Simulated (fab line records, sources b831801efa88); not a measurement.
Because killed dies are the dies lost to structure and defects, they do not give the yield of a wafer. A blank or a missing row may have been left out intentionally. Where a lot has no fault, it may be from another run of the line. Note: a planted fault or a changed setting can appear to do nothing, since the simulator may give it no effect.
fab line records + flow sky130
record
- lots=11
- wafers=33
- lastDay=50
route steps=708 shown METAL1@435 VIA1@478 PASSIVATION@692 PAD_OPEN@708
lots untouched by any fault: they come from a run of this same line in which no faults occurred
startH: start of the lot's first displayed wafer, in hours after the record's first day + waitH: how many hours have passed since the lot's step before this one + " same as the row above + L1.1+2: a row that stands for several wafers + - either no value or no given start + * or withheld: withheld + < > ~ a bound
route shown NAME@n: NAME is a module with steps in the file, n the number in the route of the first one + usual: mean/standard deviation of fault-free wafers + same: alike in all rows + chamber/n: place in a boat + sites: readings site by site + _std_site: the standard deviation of these + _edge_site: outer sites' mean less inner sites' + radiusMm: how far each site lies from the wafer's centre + mask NAME#n: copy n + behind: the most recent tool/chamber to have shaped the wafer + hold: cause of the lot's hold/its duration in hours/its outcome + device: which transistor (n, p or np) failed to switch + end of line: the tests these same wafers got at the end of their route + for a step that has no rows: nothing shown but its recipe + killed: dies lost to structure and defects at the first sort, not the wafer's yield + map: shows each die of a wafer: x if killed, . if not, _ if none is there
set.NAME: setting as actually run; set.NAME@STEP: the setting as run at that earlier step + model.NAME: the simulator's own value behind a step, which no gauge read
the route's steps for a sample of lots (tables are steps, rows are wafers)
services: a tool's chamber out of use, with start hour (startH, from the record's first day; less than 0 if before it), hours out, and reason
## steps
# step SKY_METAL1_SPUTTER_01
# recipe
- material=TiN
- targetThkNm=20
- powerW=6500
- timeS=16.7
- chamberPressurePa=0.4
# usual
- throttleValvePct=30.6/0.71
| lot.wafer | tool          | chamber | startH | waitH | throttleValvePct |
|-----------|---------------|---------|--------|-------|------------------|
| L507.2    | pvdSputter-02 | -       | 738.63 | 0.0   | 30.2             |
| L507.5    | "             | -       | "      | "     | 28.7             |
| L507.6    | "             | -       | "      | "     | 30.9             |
| L508.4    | pvdSputter-04 | -       | 748.18 | 0.0   | 31.9             |
| L508.5    | "             | -       | "      | "     | 31.1             |
| L508.6    | "             | -       | "      | "     | 31.8             |
| L509.2    | pvdSputter-03 | -       | 767.04 | 0.0   | 30.4             |
| L509.3    | "             | -       | "      | "     | 30.4             |
| L509.4    | "             | -       | "      | "     | 31.0             |
| L512.3    | pvdSputter-03 | -       | 780.48 | 0.0   | 30.6             |
| L512.4    | "             | -       | "      | "     | 31.0             |
| L512.6    | "             | -       | "      | "     | 30.6             |
| L514.1    | pvdSputter-03 | -       | 804.22 | 0.0   | 30.5             |
| L514.3    | "             | -       | "      | "     | 31.1             |
| L514.4    | "             | -       | "      | "     | 31.0             |
| L516.1    | pvdSputter-04 | -       | 814.12 | 0.0   | 31.2             |
| L516.2    | "             | -       | "      | "     | 30.3             |
| L516.4    | "             | -       | "      | "     | 30.3             |
| L517.2    | pvdSputter-02 | -       | 818.62 | 0.0   | 30.6             |
| L517.3    | "             | -       | "      | "     | 29.0             |
| L517.6    | "             | -       | "      | "     | 29.2             |
| L518.1    | pvdSputter-03 | -       | 822.43 | 0.0   | 31.2             |
| L518.3    | "             | -       | "      | "     | 30.8             |
| L518.5    | "             | -       | "      | "     | 30.6             |
| L526.1    | pvdSputter-03 | -       | 888.10 | 0.0   | 30.6             |
| L526.4    | "             | -       | "      | "     | 30.2             |
| L526.5    | "             | -       | "      | "     | 30.9             |
| L528.1    | pvdSputter-04 | -       | 895.08 | 0.0   | 31.5             |
| L528.3    | "             | -       | "      | "     | 30.6             |
| L528.5    | "             | -       | "      | "     | 30.9             |
| L529.1    | pvdSputter-02 | -       | 905.38 | 0.0   | 31.1             |
| L529.2    | "             | -       | "      | "     | 30.7             |
| L529.6    | "             | -       | "      | "     | 30.6             |
# step SKY_METAL1_RS_MEAS_05
# recipe
- thkMeasGauge=four-point-probe
- reads=TiN_of_METAL1_SPUTTER_04+Ti_of_METAL1_SPUTTER_03+AlCu_of_METAL1_SPUTTER_02+TiN_of_METAL1_SPUTTER_01+Ti_of_METAL1_SPUTTER_00
# usual
- METAL1_ALCU_RS=0.1271/0.0011
| lot.wafer | tool         | chamber | startH | waitH | METAL1_ALCU_RS[ohm/sq] |
|-----------|--------------|---------|--------|-------|------------------------|
| L507.2    | filmMetro-04 | -       | 738.77 | 0.0   | 0.1265                 |
| L507.5    | "            | -       | "      | "     | 0.1282                 |
| L507.6    | "            | -       | "      | "     | 0.1276                 |
| L508.4    | filmMetro-01 | -       | 748.36 | 0.1   | 0.1264                 |
| L508.5    | "            | -       | "      | "     | 0.1242                 |
| L508.6    | "            | -       | "      | "     | 0.1262                 |
| L509.2    | filmMetro-04 | -       | 767.25 | 0.1   | 0.1283                 |
| L509.3    | "            | -       | "      | "     | 0.1277                 |
| L509.4    | "            | -       | "      | "     | 0.1288                 |
| L512.3    | filmMetro-02 | -       | 780.64 | 0.1   | 0.1281                 |
| L512.4    | "            | -       | "      | "     | 0.1272                 |
| L512.6    | "            | -       | "      | "     | 0.1277                 |
| L514.1    | filmMetro-04 | -       | 804.34 | 0.0   | 0.1261                 |
| L514.3    | "            | -       | "      | "     | 0.1264                 |
| L514.4    | "            | -       | "      | "     | 0.1269                 |
| L516.1    | filmMetro-01 | -       | 814.24 | 0.0   | 0.1273                 |
| L516.2    | "            | -       | "      | "     | 0.1278                 |
| L516.4    | "            | -       | "      | "     | 0.1292                 |
| L517.2    | filmMetro-02 | -       | 818.76 | 0.0   | 0.1274                 |
| L517.3    | "            | -       | "      | "     | 0.1284                 |
| L517.6    | "            | -       | "      | "     | 0.1281                 |
| L518.1    | filmMetro-04 | -       | 822.55 | 0.0   | 0.1274                 |
| L518.3    | "            | -       | "      | "     | 0.1266                 |
| L518.5    | "            | -       | "      | "     | 0.1267                 |
| L526.1    | filmMetro-02 | -       | 888.22 | 0.0   | 0.1285                 |
| L526.4    | "            | -       | "      | "     | 0.1277                 |
| L526.5    | "            | -       | "      | "     | 0.1269                 |
| L528.1    | filmMetro-04 | -       | 895.20 | 0.0   | 0.1284                 |
| L528.3    | "            | -       | "      | "     | 0.1286                 |
| L528.5    | "            | -       | "      | "     | 0.1271                 |
| L529.1    | filmMetro-02 | -       | 905.50 | 0.0   | 0.1290                 |
| L529.2    | "            | -       | "      | "     | 0.1269                 |
| L529.6    | "            | -       | "      | "     | 0.1272                 |
# step SKY_VIA1_SPUTTER_20
# recipe
- material=TiN
- targetThkNm=20
- chamberPressurePa=5
- powerW=4000
- timeS=80
# usual
- throttleValvePct=30.2/1.1
| lot.wafer | tool          | chamber | startH | waitH | throttleValvePct |
|-----------|---------------|---------|--------|-------|------------------|
| L507.2    | pvdSputter-04 | -       | 795.61 | 0.0   | 30.7             |
| L507.5    | "             | -       | "      | "     | 31.5             |
| L507.6    | "             | -       | "      | "     | 31.0             |
| L508.4    | pvdSputter-02 | -       | 803.82 | 0.0   | 30.7             |
| L508.5    | "             | -       | "      | "     | 29.0             |
| L508.6    | "             | -       | "      | "     | 30.3             |
| L509.2    | pvdSputter-04 | -       | 822.68 | 0.0   | 31.2             |
| L509.3    | "             | -       | "      | "     | 30.2             |
| L509.4    | "             | -       | "      | "     | 31.6             |
| L512.3    | pvdSputter-04 | -       | 836.99 | 0.0   | 30.6             |
| L512.4    | "             | -       | "      | "     | 30.2             |
| L512.6    | "             | -       | "      | "     | 31.8             |
| L514.1    | pvdSputter-02 | -       | 859.20 | 0.0   | 30.3             |
| L514.3    | "             | -       | "      | "     | 30.8             |
| L514.4    | "             | -       | "      | "     | 29.0             |
| L516.1    | pvdSputter-02 | -       | 870.09 | 0.0   | 28.8             |
| L516.2    | "             | -       | "      | "     | 30.9             |
| L516.4    | "             | -       | "      | "     | 30.8             |
| L517.2    | pvdSputter-04 | -       | 874.57 | 0.0   | 31.9             |
| L517.3    | "             | -       | "      | "     | 31.0             |
| L517.6    | "             | -       | "      | "     | 30.4             |
| L518.1    | pvdSputter-04 | -       | 876.99 | 0.0   | 31.1             |
| L518.3    | "             | -       | "      | "     | 31.5             |
| L518.5    | "             | -       | "      | "     | 30.3             |
| L526.1    | pvdSputter-04 | -       | 941.65 | 0.0   | 31.8             |
| L526.4    | "             | -       | "      | "     | 30.6             |
| L526.5    | "             | -       | "      | "     | 31.6             |
| L528.1    | pvdSputter-01 | -       | 946.71 | 0.0   | 28.5             |
| L528.3    | "             | -       | "      | "     | 28.0             |
| L528.5    | "             | -       | "      | "     | 28.9             |
| L529.1    | pvdSputter-04 | -       | 956.82 | 0.0   | 30.5             |
| L529.2    | "             | -       | "      | "     | 30.8             |
| L529.6    | "             | -       | "      | "     | 30.7             |
# step SKY_PASSIVATION_ETCH_11
# recipe
- chemistry=CF4/O2
- targetDepthNm=725
- stopOn=AlCu
- sourceW=800
- biasW=150
- pressureMtorr=150
- cf4FlowSccm=80
- O2_flow_sccm=10
- timeS=161.1
# usual
- drypumpMotorCurrentA=5.8/0.43
- oesProductAu=0.979/0.007
- runLengthS=189.3/0.43
- throttleValvePct=5.965/0.0099
| lot.wafer | tool       | chamber | startH  | waitH | drypumpMotorCurrentA | oesProductAu | rfHoursCounterH | runLengthS | throttleValvePct |
|-----------|------------|---------|---------|-------|----------------------|--------------|-----------------|------------|------------------|
| L507.2    | rieDiel-02 | 0       | 1053.77 | -     | 5.9                  | 0.973        | 23              | 189.4      | 5.987            |
| L507.5    | "          | 2       | "       | "     | 5.6                  | 0.978        | -               | 188.8      | 5.977            |
| L507.6    | "          | 0       | "       | "     | 5.9                  | 0.976        | -               | 189.9      | 5.968            |
| L508.4    | rieDiel-02 | 0       | 1062.92 | -     | 5.9                  | 0.977        | -               | 189.8      | 5.961            |
| L508.5    | "          | 1       | "       | "     | 6.5                  | 0.986        | -               | 189.7      | 5.983            |
| L508.6    | "          | 2       | "       | "     | 5.6                  | 0.994        | -               | 188.7      | 5.970            |
| L509.2    | rieDiel-01 | 0       | 1077.67 | -     | 6.0                  | 0.978        | 24              | 189.3      | 5.973            |
| L509.3    | "          | 3       | "       | "     | 5.4                  | 0.980        | 16              | 189.1      | 5.974            |
| L509.4    | "          | 2       | "       | "     | 5.4                  | 0.982        | 17              | 189.8      | 5.959            |
| L512.3    | rieDiel-03 | 0       | 1088.12 | -     | 6.3                  | 0.977        | 6               | 189.6      | 5.963            |
| L512.4    | "          | 3       | "       | "     | 6.1                  | 0.988        | 14              | 188.7      | 5.966            |
| L512.6    | "          | 0       | "       | "     | 6.3                  | 0.985        | -               | 189.6      | 5.962            |
| L514.1    | rieDiel-02 | 2       | 1106.32 | -     | 5.7                  | 0.975        | 15              | 189.5      | 5.972            |
| L514.3    | "          | 0       | "       | "     | 5.9                  | 0.971        | 25              | 189.6      | 5.980            |
| L514.4    | "          | 1       | "       | "     | 6.5                  | 0.969        | 25              | 190.0      | 5.954            |
| L516.1    | rieDiel-01 | 3       | 1116.37 | -     | 5.4                  | 0.978        | 18              | 189.2      | 5.965            |
| L516.2    | "          | 1       | "       | "     | 5.4                  | 0.981        | 19              | 188.8      | 5.957            |
| L516.4    | "          | 0       | "       | "     | 6.0                  | 0.979        | 25              | 189.0      | 5.978            |
| L517.2    | rieDiel-02 | 1       | 1117.02 | -     | 6.5                  | 0.978        | 26              | 189.9      | 5.972            |
| L517.3    | "          | 0       | "       | "     | 5.9                  | 0.972        | 26              | 189.4      | 5.960            |
| L517.6    | "          | 0       | "       | "     | 5.9                  | 0.974        | -               | 190.1      | 5.962            |
| L518.1    | rieDiel-01 | 2       | 1117.37 | -     | 5.4                  | 0.972        | 18              | 189.8      | 5.966            |
| L518.3    | "          | 0       | "       | "     | 6.1                  | 0.980        | 26              | 188.9      | 5.967            |
| L518.5    | "          | 3       | "       | "     | 5.4                  | 0.983        | -               | 189.1      | 5.973            |
| L526.1    | rieDiel-01 | 2       | 1166.37 | -     | 5.4                  | 0.981        | 21              | 189.6      | 5.964            |
| L526.4    | "          | 3       | "       | "     | 5.4                  | 1.012        | 20              | 165.6      | 5.957            |
| L526.5    | "          | 2       | "       | "     | 5.4                  | 0.981        | -               | 189.6      | 5.951            |
| L528.1    | rieDiel-01 | 3       | 1173.42 | -     | 5.4                  | 1.012        | 20              | 165.3      | 5.974            |
| L528.3    | "          | 2       | "       | "     | 5.4                  | 0.981        | 21              | 189.7      | 5.977            |
| L528.5    | "          | 0       | "       | "     | 6.0                  | 0.990        | -               | 189.0      | 5.966            |
| L529.1    | rieDiel-02 | 3       | 1177.72 | -     | 5.0                  | 0.975        | 27              | 189.2      | 5.956            |
| L529.2    | "          | 1       | "       | "     | 6.5                  | 0.967        | 28              | 189.9      | 5.962            |
| L529.6    | "          | 3       | "       | "     | 5.0                  | 0.970        | -               | 189.7      | 5.969            |
# step SKY_PASSIVATION_STRIP_12
# recipe
- chemistry=O2/N2
- powerW=1400
- pressureMtorr=1500
- platenTempC=withheld
- overashFraction=0.7
- o2FlowSccm=3000
- n2FlowSccm=300
# usual
- drypumpMotorCurrentA=5.9/0.61
- n2FlowSccm=299.8/0.92
- oesProductAu=0.661/0.005
- stripTimeToEndpointS=31.51/0.14
| lot.wafer | tool           | chamber | startH  | waitH | drypumpMotorCurrentA | n2FlowSccm | oesProductAu | rfHoursCounterH | stripTimeToEndpointS |
|-----------|----------------|---------|---------|-------|----------------------|------------|--------------|-----------------|----------------------|
| L507.2    | plasmaAsher-04 | 0       | 1053.93 | 0.1   | 6.4                  | 301.0      | 0.673        | 60              | 31.65                |
| L507.5    | "              | 0       | "       | "     | 6.3                  | 299.5      | 0.658        | -               | 31.35                |
| L507.6    | "              | 1       | "       | "     | 6.6                  | 299.5      | 0.658        | -               | 31.54                |
| L508.4    | plasmaAsher-01 | 0       | 1063.01 | 0.0   | 6.3                  | 298.9      | 0.672        | -               | 31.44                |
| L508.5    | "              | 1       | "       | "     | 5.3                  | 299.0      | 0.666        | -               | 31.50                |
| L508.6    | "              | 0       | "       | "     | 6.4                  | 299.6      | 0.656        | -               | 31.39                |
| L509.2    | plasmaAsher-04 | 1       | 1077.78 | 0.1   | 6.6                  | 299.5      | 0.674        | 63              | 31.39                |
| L509.3    | "              | 0       | "       | "     | 6.4                  | 299.7      | 0.652        | -               | 31.33                |
| L509.4    | "              | 1       | "       | "     | 6.6                  | 299.7      | 0.663        | -               | 31.45                |
| L512.3    | plasmaAsher-02 | 1       | 1088.26 | 0.1   | 5.6                  | 298.9      | 0.662        | -               | 31.40                |
| L512.4    | "              | 0       | "       | "     | 4.9                  | 299.4      | 0.661        | -               | 31.59                |
| L512.6    | "              | 0       | "       | "     | 5.0                  | 299.7      | 0.664        | -               | 31.47                |
| L514.1    | plasmaAsher-02 | 1       | 1106.42 | 0.1   | 5.6                  | 299.7      | 0.661        | 4               | 31.55                |
| L514.3    | "              | 1       | "       | "     | 5.6                  | 301.1      | 0.658        | -               | 31.50                |
| L514.4    | "              | 0       | "       | "     | 5.0                  | 300.6      | 0.664        | -               | 31.49                |
| L516.1    | plasmaAsher-02 | 0       | 1116.47 | 0.1   | 5.0                  | 299.8      | 0.660        | 6               | 31.43                |
| L516.2    | "              | 1       | "       | "     | 5.6                  | 301.2      | 0.661        | 6               | 31.47                |
| L516.4    | "              | 1       | "       | "     | 5.6                  | 300.2      | 0.655        | -               | 31.34                |
| L517.2    | plasmaAsher-02 | 0       | 1117.13 | 0.1   | 5.0                  | 298.9      | 0.659        | 6               | 31.65                |
| L517.3    | "              | 1       | "       | "     | 5.6                  | 299.9      | 0.669        | -               | 31.45                |
| L517.6    | "              | 0       | "       | "     | 5.0                  | 299.1      | 0.657        | -               | 31.43                |
| L518.1    | plasmaAsher-04 | 0       | 1117.48 | 0.1   | 6.4                  | 301.6      | 0.669        | 67              | 31.40                |
| L518.3    | "              | 1       | "       | "     | 6.6                  | 300.7      | 0.650        | -               | 31.35                |
| L518.5    | "              | 1       | "       | "     | 6.6                  | 300.6      | 0.660        | -               | 31.39                |
| L526.1    | plasmaAsher-02 | 1       | 1166.47 | 0.1   | 5.6                  | 298.7      | 0.662        | 11              | 31.45                |
| L526.4    | "              | 1       | "       | "     | 5.6                  | 299.5      | 0.671        | -               | 32.29                |
| L526.5    | "              | 0       | "       | "     | 4.9                  | 297.6      | 0.659        | -               | 31.60                |
| L528.1    | plasmaAsher-04 | 1       | 1173.53 | 0.1   | 6.6                  | 300.9      | 0.661        | 73              | 32.23                |
| L528.3    | "              | 0       | "       | "     | 6.4                  | 299.8      | 0.661        | -               | 31.59                |
| L528.5    | "              | 1       | "       | "     | 6.6                  | 301.4      | 0.662        | -               | 31.44                |
| L529.1    | plasmaAsher-04 | 0       | 1177.82 | 0.1   | 6.3                  | 300.2      | 0.661        | 73              | 31.71                |
| L529.2    | "              | 1       | "       | "     | 6.6                  | 297.9      | 0.668        | 73              | 31.64                |
| L529.6    | "              | 1       | "       | "     | 6.6                  | 299.1      | 0.670        | -               | 31.58                |
# step SKY_PAD_OPEN_PROBE_99
# usual
- defectLimitedYield=82.5/1.9
- killed_at_M0_to_M3=43/7.2
- killed_at_M4_up=3.3/2
- killedAtContacts=25/5.8
- killedAtFrontEnd=15/4.5
- killedAtOther=0.3/0.62
- killedDies=86/9.4
- killedOnRim=17/3.7
- killedOpen=47/7.1
- killedShort=39/6
- sort_bin_3_pad_short=0.9/0.4
- sort_bin_5_function=10.4/1.4
- sort_bin_6_memory=6.2/1.1
- sort_bin_8_speed=0.7/1.4
- sortNPass=402/11
- sortYieldPct=81.7/2.2
# same
- grossDies=492
- killedAtBackSide=0
- sort_bin_4_leakage[%]=0
| lot.wafer | tool      | chamber | startH  | waitH | defectLimitedYield[%] | killed_at_M0_to_M3 | killed_at_M4_up | killedAtContacts | killedAtFrontEnd | killedAtOther | killedDies | killedOnRim | killedOpen | killedShort | sort_bin_3_pad_short[%] | sort_bin_5_function[%] | sort_bin_6_memory[%] | sort_bin_8_speed[%] | sortNPass | sortYieldPct[%] |
|-----------|-----------|---------|---------|-------|-----------------------|--------------------|-----------------|------------------|------------------|---------------|------------|-------------|------------|-------------|-------------------------|------------------------|----------------------|---------------------|-----------|-----------------|
| L507.2    | prober-02 | -       | 1077.05 | 0.1   | 84.8                  | 40                 | 3               | 17               | 15               | 0             | 75         | 16          | 32         | 43          | 0.8                     | 8.9                    | 5.5                  | 2.6                 | 404       | 82.1            |
| L507.5    | prober-02 | -       | 1077.20 | 0.2   | 83.3                  | 31                 | 2               | 31               | 18               | 0             | 82         | 19          | 40         | 41          | 1.0                     | 10.0                   | 5.7                  | 0                   | 410       | 83.3            |
| L507.6    | prober-02 | -       | 1077.25 | 0.2   | 85.4                  | 40                 | 0               | 18               | 14               | 0             | 72         | 22          | 38         | 34          | 0.8                     | 10.4                   | 3.5                  | 0                   | 420       | 85.4            |
| L509.2    | prober-02 | -       | 1101.31 | 0.1   | 78.3                  | 49                 | 3               | 35               | 19               | 1             | 107        | 20          | 57         | 48          | 0.6                     | 12.2                   | 8.9                  | 0                   | 385       | 78.3            |
| L509.3    | prober-02 | -       | 1101.36 | 0.2   | 80.5                  | 43                 | 2               | 31               | 20               | 0             | 96         | 23          | 52         | 44          | 1.0                     | 12.2                   | 6.3                  | 0                   | 396       | 80.5            |
| L509.4    | prober-02 | -       | 1101.41 | 0.2   | 79.3                  | 51                 | 4               | 27               | 19               | 1             | 102        | 16          | 56         | 44          | 1.0                     | 13.0                   | 6.7                  | 0                   | 390       | 79.3            |
| L514.1    | prober-01 | -       | 1128.94 | 0.1   | 82.3                  | 38                 | 8               | 22               | 19               | 0             | 87         | 13          | 45         | 42          | 0.8                     | 11.6                   | 5.3                  | 0.4                 | 403       | 81.9            |
| L514.3    | prober-01 | -       | 1129.04 | 0.2   | 81.9                  | 43                 | 2               | 20               | 24               | 0             | 89         | 18          | 50         | 38          | 1.2                     | 10.4                   | 6.5                  | 1.8                 | 394       | 80.1            |
| L514.4    | prober-01 | -       | 1129.09 | 0.2   | 80.9                  | 47                 | 1               | 29               | 16               | 1             | 94         | 17          | 53         | 40          | 1.0                     | 11.8                   | 6.3                  | 0.6                 | 395       | 80.3            |
| L526.1    | prober-01 | -       | 1184.64 | 0.1   | 85.0                  | 36                 | 6               | 21               | 11               | 0             | 74         | 19          | 34         | 39          | 0.2                     | 9.3                    | 5.5                  | 10.2                | 368       | 74.8            |
| L526.4    | prober-01 | -       | 1184.79 | 0.2   | 0                     | 42                 | 2               | 22               | 20               | 406           | 492        | 96          | 50         | 36          | 1.4                     | 91.3                   | 7.3                  | 0                   | 0         | 0               |
| L526.5    | prober-01 | -       | 1184.84 | 0.2   | 81.5                  | 51                 | 3               | 19               | 17               | 1             | 91         | 15          | 59         | 32          | 1.0                     | 11.4                   | 6.1                  | 11.2                | 346       | 70.3            |
| L528.1    | prober-01 | -       | 1192.33 | 0.1   | 0                     | 48                 | 10              | 28               | 21               | 385           | 492        | 96          | 50         | 58          | 0.8                     | 91.9                   | 7.3                  | 0                   | 0         | 0               |
| L528.3    | prober-01 | -       | 1192.43 | 0.2   | 82.5                  | 40                 | 4               | 30               | 12               | 0             | 86         | 19          | 48         | 38          | 0.6                     | 10.0                   | 6.9                  | 0.4                 | 404       | 82.1            |
| L528.5    | prober-01 | -       | 1192.53 | 0.2   | 80.5                  | 45                 | 5               | 30               | 16               | 0             | 96         | 18          | 57         | 39          | 0.6                     | 12.4                   | 6.5                  | 0                   | 396       | 80.5            |
# killed by level:class
L507.2 VIA1:geometricParticle:open=12 METAL2:geometricParticle:short=8 METAL1:geometricParticle:short=7 LI_CONTACT:geometricParticle:open=5 CONTACT:geometricParticle:open=5 FIELD_ISO:geometricParticle:short=4 VIA1:geometricParticle:short=4 METAL4:geometricParticle:short=3
L507.5 CONTACT:geometricParticle:open=8 CONTACT:geometricParticle:short=8 VIA2:geometricParticle:open=8 VIA1:geometricParticle:open=7 LI_CONTACT:geometricParticle:open=5 LI_CONTACT:geometricParticle:short=4 LOCAL_INTERCONNECT:geometricParticle:short=4 FIELD_ISO:geometricParticle:short=3
L507.6 VIA1:geometricParticle:open=10 CONTACT:geometricParticle:short=6 METAL1:geometricParticle:short=6 FIELD_ISO:geometricParticle:short=5 FIELD_ISO:geometricParticle:open=4 LI_CONTACT:geometricParticle:open=4 CONTACT:geometricParticle:open=4 METAL2:geometricParticle:open=4
L509.2 CONTACT:geometricParticle:open=14 LI_CONTACT:geometricParticle:open=9 METAL2:geometricParticle:short=9 VIA1:geometricParticle:open=8 METAL1:geometricParticle:short=7 POLY_GATE:geometricParticle:open=6 VIA2:geometricParticle:open=6 POLY_GATE:geometricParticle:short=5
L509.3 CONTACT:geometricParticle:open=16 POLY_GATE:geometricParticle:short=7 VIA3:geometricParticle:open=7 VIA1:geometricParticle:open=7 FIELD_ISO:geometricParticle:open=6 LI_CONTACT:geometricParticle:open=6 VIA1:geometricParticle:short=6 VIA2:geometricParticle:open=5
L509.4 VIA1:geometricParticle:open=11 CONTACT:geometricParticle:open=11 METAL1:geometricParticle:short=9 VIA2:geometricParticle:open=9 LI_CONTACT:geometricParticle:open=6 VIA1:geometricParticle:short=6 VIA3:geometricParticle:open=5 FIELD_ISO:geometricParticle:open=4
L514.1 CONTACT:geometricParticle:open=8 METAL2:geometricParticle:short=7 VIA2:geometricParticle:open=7 LI_CONTACT:geometricParticle:open=6 METAL4:geometricParticle:short=6 FIELD_ISO:geometricParticle:open=5 POLY_GATE:geometricParticle:open=5 VIA1:geometricParticle:open=5
L514.3 VIA1:geometricParticle:open=13 CONTACT:geometricParticle:short=7 SPACER:geometricParticle:open=6 CONTACT:geometricParticle:open=6 VIA2:geometricParticle:short=5 VIA3:geometricParticle:open=5 FIELD_ISO:geometricParticle:short=4 VIA2:geometricParticle:open=4
L514.4 CONTACT:geometricParticle:open=12 METAL2:geometricParticle:short=10 LI_CONTACT:geometricParticle:open=9 VIA1:geometricParticle:open=8 VIA3:geometricParticle:open=7 VIA2:geometricParticle:open=7 METAL1:geometricParticle:short=5 FIELD_ISO:geometricParticle:short=4
L526.1 CONTACT:geometricParticle:open=8 METAL2:geometricParticle:short=6 METAL4:geometricParticle:short=5 LI_CONTACT:geometricParticle:open=5 VIA2:geometricParticle:open=5 VIA3:geometricParticle:open=4 VIA1:geometricParticle:short=4 VIA1:geometricParticle:open=4
L526.4 PASSIVATION:areaEtch=406 VIA1:geometricParticle:open=11 CONTACT:geometricParticle:open=11 FIELD_ISO:geometricParticle:short=8 FIELD_ISO:geometricParticle:open=7 VIA2:geometricParticle:open=6 METAL2:geometricParticle:short=6 LI_CONTACT:geometricParticle:open=5
L526.5 VIA2:geometricParticle:open=13 CONTACT:geometricParticle:open=11 VIA3:geometricParticle:open=8 VIA1:geometricParticle:open=7 POLY_GATE:geometricParticle:open=5 METAL2:geometricParticle:short=5 VIA2:geometricParticle:short=5 FIELD_ISO:geometricParticle:open=4
L528.1 PASSIVATION:areaEtch=384 LI_CONTACT:geometricParticle:open=10 VIA1:geometricParticle:open=8 METAL4:geometricParticle:short=8 CONTACT:geometricParticle:short=7 VIA1:geometricParticle:short=7 POLY_GATE:geometricParticle:open=6 CONTACT:geometricParticle:open=6
L528.3 CONTACT:geometricParticle:open=13 LI_CONTACT:geometricParticle:open=9 VIA1:geometricParticle:open=9 METAL3:geometricParticle:short=8 VIA2:geometricParticle:short=6 VIA3:geometricParticle:open=6 CONTACT:geometricParticle:short=5 VIA2:geometricParticle:open=5
L528.5 CONTACT:geometricParticle:open=13 VIA2:geometricParticle:open=10 VIA1:geometricParticle:open=9 METAL1:geometricParticle:short=8 CONTACT:geometricParticle:short=6 LI_CONTACT:geometricParticle:open=6 VIA3:geometricParticle:open=6 METAL2:geometricParticle:short=5
## services
| tool           | chamber | startH  | hours | kind   |
|----------------|---------|---------|-------|--------|
| plasmaAsher-04 | -       | 718.23  | 3.0   | repair |
| rieDiel-01     | 1       | 740.98  | 9.5   | repair |
| pvdSputter-02  | -       | 781.04  | 8.3   | repair |
| plasmaAsher-04 | -       | 846.56  | 14.6  | pm     |
| pvdSputter-02  | -       | 848.31  | 1.7   | repair |
| rieDiel-02     | 2       | 861.78  | 6.8   | repair |
| rieDiel-02     | 0       | 865.50  | 4.3   | repair |
| rieDiel-02     | 3       | 869.07  | 10.6  | repair |
| rieDiel-02     | -       | 881.34  | 2.8   | pm     |
| rieDiel-02     | -       | 884.09  | 14.6  | pm     |
| rieDiel-02     | -       | 917.39  | 0.9   | repair |
| rieDiel-01     | 2       | 932.80  | 2.6   | repair |
| pvdSputter-03  | -       | 964.07  | 7.3   | repair |
| rieDiel-01     | 2       | 976.88  | 6.3   | repair |
| pvdSputter-02  | -       | 983.16  | 3.7   | repair |
| plasmaAsher-02 | -       | 989.32  | 14.6  | pm     |
| rieDiel-01     | -       | 1010.50 | 2.8   | pm     |
| rieDiel-02     | 2       | 1013.45 | 5.2   | repair |
| pvdSputter-04  | -       | 1014.18 | 4.9   | repair |
| pvdSputter-04  | -       | 1030.42 | 1.5   | repair |
| pvdSputter-02  | -       | 1106.67 | 5.6   | repair |
| pvdSputter-04  | -       | 1137.67 | 1.8   | repair |
| pvdSputter-02  | -       | 1140.19 | 3.7   | repair |
| pvdSputter-04  | -       | 1148.70 | 0.5   | repair |
## key
firstSign
- step=SKY_PASSIVATION_ETCH_11
- reading=runLengthS
- direction=down
- sigmas=56
- usual=*
- struck=*
effect
- step=SKY_PASSIVATION_ETCH_11
- reading=oesProductAu
- direction=up
- sigmas=4.7
- usual=0.979
- struck=1.012
effect
- step=SKY_PASSIVATION_STRIP_12
- reading=stripTimeToEndpointS
- direction=up
- sigmas=5.4
- usual=*
- struck=*
effect
- step=SKY_PAD_OPEN_PROBE_99
- reading=killedAtOther
- direction=up
- sigmas=99+
- usual=0.3
- struck=395.5
moreKillsBornAt
- SKY_PASSIVATION_ETCH_11@rieDiel-01=790
metAt SKY_PASSIVATION_ETCH_11
struckLots L526,L528
struckWafers L526.4,L528.1
laterRowsLeftOut L526.4,L528.1
notActingAt SKY_METAL1_SPUTTER_01,SKY_METAL1_RS_MEAS_05,SKY_VIA1_SPUTTER_20
onsetBetween 1117.37 1166.37
fault
- kind=processParameterDrift
- tool=rieDiel-01
- chamber=3
- onsetH=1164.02
- steps=SKY_PASSIVATION_ETCH_11
- channel=timeS
- offset=*
- shape=step
- endH=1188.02
- actsIn=*
- stated=*
# laterRowsLeftOut: the simulator's readings of these wafers behind a module that went badly wrong aren't trusted and aren't shown, but for the sort
